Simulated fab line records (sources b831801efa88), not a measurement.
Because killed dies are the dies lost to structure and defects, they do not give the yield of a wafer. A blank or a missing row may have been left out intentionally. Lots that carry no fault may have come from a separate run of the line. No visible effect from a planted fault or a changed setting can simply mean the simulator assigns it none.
Chamber matching || flow sky130 || cmp-02 running SKY_VIA2_CMP_02: 3 sister chambers
The step polishes SiO2. 3 wafers are shown with their chamber, then 5 later ones without.

## EACH WAFER AND ITS CHAMBER
{"wafer": "L393.4", "chamber": 1, "motor current A (A)": 10.9}
{"wafer": "L394.3", "chamber": 3, "motor current A (A)": 13.8}
{"wafer": "L394.4", "chamber": 2, "motor current A (A)": 12.6}

## WAFERS WHOSE CHAMBER IS MISSING
{"wafer": "L394.5", "motor current A (A)": 12.6}
{"wafer": "L401.2", "motor current A (A)": 10.7}
{"wafer": "L401.4", "motor current A (A)": 12.8}
{"wafer": "L407.1", "motor current A (A)": 10.5}
{"wafer": "L407.4", "motor current A (A)": 12.5}

## THE CHAMBER EACH PASSED THROUGH
{"wafer": "L394.5", "from the rows above": 2, "in truth": 2}
{"wafer": "L401.2", "from the rows above": 1, "in truth": 1}
{"wafer": "L401.4", "from the rows above": 2, "in truth": 2}
{"wafer": "L407.1", "from the rows above": 1, "in truth": 1}
{"wafer": "L407.4", "from the rows above": 2, "in truth": 2}
Placed correctly: 5 of 5. Can't be placed from these rows: 0. 0 placed wrongly.
How it was worked out, from the rows above alone: a wafer's distance from a chamber is the root of the sum, over the readings, of the square of ((its reading less the chamber's mean) divided by the reading's scatter). If the next closest chamber is less than 2 further off than the closest, the wafer can't be placed; otherwise it belongs to the closest. Each chamber's mean is taken over the wafers shown for it. The scatter (one wafer shown for each chamber): square how far every hidden wafer sits from the nearest shown wafer, average those squares and take the square root.
